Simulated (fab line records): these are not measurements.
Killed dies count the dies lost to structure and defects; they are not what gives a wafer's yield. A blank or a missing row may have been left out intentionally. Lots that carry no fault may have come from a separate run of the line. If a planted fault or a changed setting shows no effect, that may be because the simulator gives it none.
Comparing a struck lot with a sound one    flow sfq line    41 steps out of a route of 325
Sound: these wafers, L439.1, L439.4, L439.6. Struck: wafer L452.5 (left out: L452.1, L452.6 of the same lot, which were not struck); the cause appears at the end.
Each step with rows lists, per side, the tool, then ch with its chambers, then its first start. Under that, the readings that differ: sound wafers    struck wafers    difference of the means    sigmas: that difference in standard deviations of wafers without a fault.
alike: readings whose means differ by less than 2 such deviations, and words and numbers that are the same on both sides. not compared: withheld readings, readings that some wafer has no value for, bounds like >300 that may hide the same value, and numbers for which the record gives no deviation and whose values overlap.
Wherever a step has rows on one side only, a row that says differs or no value, or a row with sigmas, the two part there. When numbers do not overlap yet have no deviation, they are printed without sigmas and do not part them. A reading missing from all wafers of one side parts the sides only when that side holds two or more wafers.

first, 6 steps without rows for these wafers: SFQ_TRILAYER_L0_VIA_LITHO_COAT_018 (resist thk 62 nm); SFQ_TRILAYER_L0_VIA_LITHO_COAT_013 (resist thk 650 nm); SFQ_TRILAYER_L0_VIA_LITHO_SOFTBAKE_017; SFQ_TRILAYER_L0_VIA_LITHO_EXPOSE_014 (exposes mask L0V, target cd 700 nm); SFQ_TRILAYER_L0_VIA_LITHO_PEB_016 (peb time 60 s); SFQ_TRILAYER_L0_VIA_LITHO_DEVELOP_015 (time 60 s).
SFQ_L0V_OVL_MEAS_903:
  sound on overlay-02, day 6 19:01; struck on overlay-02, day 10 06:16
  alike: L0V_OVL
then, 1 step without rows for these wafers: SFQ_TRILAYER_L0_VIA_BARC_OPEN_VIA_ETCH_021 (etches BARC in O2, target depth 125 nm, time 41.7 s).
SFQ_TRILAYER_L0_VIA_ETCH_VIA_ETCH_016: etches SiO2 in CHF3, stops on MoNx KI, target depth 80 nm.
  sound on rie diel-02 ch 0,2, day 6 19:05; struck on rie diel-03 ch 2, day 10 06:20
  alike: drypump motor current A, oes product au
SFQ_TRILAYER_L0_VIA_STRIP_STRIP_017: strips in O2.
  sound on rie metal-01 ch 0,1, day 6 19:08; struck on rie metal-02 ch 1, day 10 06:23
reading                      sound           struck  difference  sigmas
drypump motor current A (A)  5.87 5.87 5.76  6.24    +0.41       +2
  alike: oes product au
  not compared: rf hours counter h
then, 2 steps without rows for these wafers: SFQ_TRILAYER_L0_VIA_STRIP_SOLV_CLEAN_018 (cleans in NMP, time 600 s); SFQ_TRILAYER_M0_DEP_PRE_CLEAN_020 (time 15 s).
SFQ_TRILAYER_M0_DEP_SPUTTER_019: material Nb, target thk 200 nm, time 133.3 s.
  sound on pvd sputter-05, day 6 19:56; struck on pvd sputter-04, day 10 07:11
reading                                              sound              struck  difference  sigmas
model.Nb_of_TRILAYER_M0_DEP_SPUTTER_019.thk nm (nm)  199.7 197.1 197.4  182.9   -15.2       
  alike: throttle valve pct
SFQ_M0_RS_MEAS_904: a four-point-probe measurement.
  sound on film metro-03, day 6 20:02; struck on film metro-01, day 10 07:34
reading            sound              struck  difference  sigmas
M0_NB_RS (ohm/sq)  0.890 0.900 0.901  0.976   +0.079      +7
  not compared: hold
then, 5 steps without rows for these wafers: SFQ_TRILAYER_M0_LITHO_COAT_021 (resist thk 600 nm); SFQ_TRILAYER_M0_LITHO_SOFTBAKE_025; SFQ_TRILAYER_M0_LITHO_EXPOSE_022 (exposes mask M0, target cd 500 nm); SFQ_TRILAYER_M0_LITHO_PEB_024 (peb time 60 s); SFQ_TRILAYER_M0_LITHO_DEVELOP_023 (time 60 s).
-- the record jumps here: 2 days lie between the struck wafers' starts before and after --
SFQ_M0_OVL_MEAS_906:
  sound on overlay-01, day 8 21:11; struck on overlay-02, day 12 14:50
  alike: M0_OVL
then, 1 step without rows for these wafers: SFQ_TRILAYER_M0_BARC_OPEN_METAL_ETCH_031 (etches BARC in O2, target depth 125 nm, time 41.7 s).
SFQ_TRILAYER_M0_ETCH_METAL_ETCH_024: etches Nb in Cl2/Ar, stops on SiO2, target depth 240 nm, time 120 s.
  sound on rie metal-01 ch 0,1, day 8 21:16; struck on rie metal-03 ch 1, day 12 14:55
reading                sound              struck  difference  sigmas
oes product au (a.u.)  0.900 0.886 0.882  0.847   -0.042      -6
  alike: drypump motor current A
  not compared: rf hours counter h
SFQ_TRILAYER_M0_STRIP_STRIP_025: strips in O2.
  sound on rie metal-01 ch 0,1, day 8 21:24; struck on rie metal-03 ch 1, day 12 15:03
  alike: drypump motor current A, oes product au
  not compared: rf hours counter h
then, 2 steps without rows for these wafers: SFQ_TRILAYER_M0_STRIP_SOLV_CLEAN_026 (cleans in NMP, time 600 s); SFQ_TRILAYER_I0_DEP_PECVD_027 (deposits SiO2 from SiH4/N2O, time 111.11 s, target thk 500 nm).
SFQ_TRILAYER_I0_CMP_CMP_028: polishes SiO2.
  sound on cmp-01 ch 0,2,3, day 8 22:51; struck on cmp-01 ch 1, day 12 20:41
  alike: motor current A, time to endpoint s
SFQ_I0_BOW_MEAS_907:
  sound on film metro-04, day 9 01:51; struck on film metro-04, day 12 21:41
  alike: I0_BOW
then, 7 steps without rows for these wafers: SFQ_TRILAYER_I0_METRO_MEASURE_029; SFQ_TRILAYER_I0_VIA_LITHO_COAT_036 (resist thk 62 nm); SFQ_TRILAYER_I0_VIA_LITHO_COAT_031 (resist thk 650 nm); SFQ_TRILAYER_I0_VIA_LITHO_SOFTBAKE_035; SFQ_TRILAYER_I0_VIA_LITHO_EXPOSE_032 (exposes mask I0, target cd 500 nm); SFQ_TRILAYER_I0_VIA_LITHO_PEB_034 (peb time 60 s); SFQ_TRILAYER_I0_VIA_LITHO_DEVELOP_033 (time 60 s).
-- the record jumps here: 3 days lie between the struck wafers' starts before and after --
SFQ_I0_OVL_MEAS_908:
  sound on overlay-02, day 12 01:05; struck on overlay-02, day 15 21:34
  alike: I0_OVL
then, 2 steps without rows for these wafers: SFQ_TRILAYER_I0_VIA_BARC_OPEN_VIA_ETCH_046 (etches BARC in O2, target depth 125 nm, time 41.7 s); SFQ_TRILAYER_I0_VIA_ETCH_VIA_ETCH_034 (etches SiO2 in CHF3, stops on Nb, target depth 260 nm).
SFQ_TRILAYER_I0_VIA_STRIP_STRIP_035: strips in O2.
  sound on rie metal-02 ch 0,1, day 12 01:16; struck on rie metal-02 ch 1, day 15 21:46
  alike: drypump motor current A, oes product au
  not compared: rf hours counter h
then, 2 steps without rows for these wafers: SFQ_TRILAYER_I0_VIA_STRIP_SOLV_CLEAN_036 (cleans in NMP, time 600 s); SFQ_TRILAYER_M1_DEP_PRE_CLEAN_038 (time 22.5 s).
-- the record jumps here: 59 days lie between the struck wafers' starts before and after --
SFQ_M8_BOW_MEAS_951:
  sound on film metro-02, day 73 00:14; struck on film metro-02, day 74 11:02
reading                  sound                 struck  difference  sigmas
model.etest.m0.ohm um    1.785 1.808 1.802     1.94    +0.14       
model.etest.m0.ohm sq    0.8904 0.9021 0.9006  0.972   +0.074      
model.etest.i0.link ohm  1.964 1.976 1.982     2.037   +0.063      
  alike: M8_BOW

## WHERE THEY PART
Earliest at SFQ_TRILAYER_L0_VIA_STRIP_STRIP_017; latest, in this record, at SFQ_TRILAYER_M0_ETCH_METAL_ETCH_024. Later steps at which nothing parts them and some readings are alike: SFQ_TRILAYER_M0_STRIP_STRIP_025, SFQ_TRILAYER_I0_CMP_CMP_028, SFQ_I0_BOW_MEAS_907, SFQ_I0_OVL_MEAS_908, SFQ_TRILAYER_I0_VIA_STRIP_STRIP_035, SFQ_M8_BOW_MEAS_951.

WHY: what the simulator had put in
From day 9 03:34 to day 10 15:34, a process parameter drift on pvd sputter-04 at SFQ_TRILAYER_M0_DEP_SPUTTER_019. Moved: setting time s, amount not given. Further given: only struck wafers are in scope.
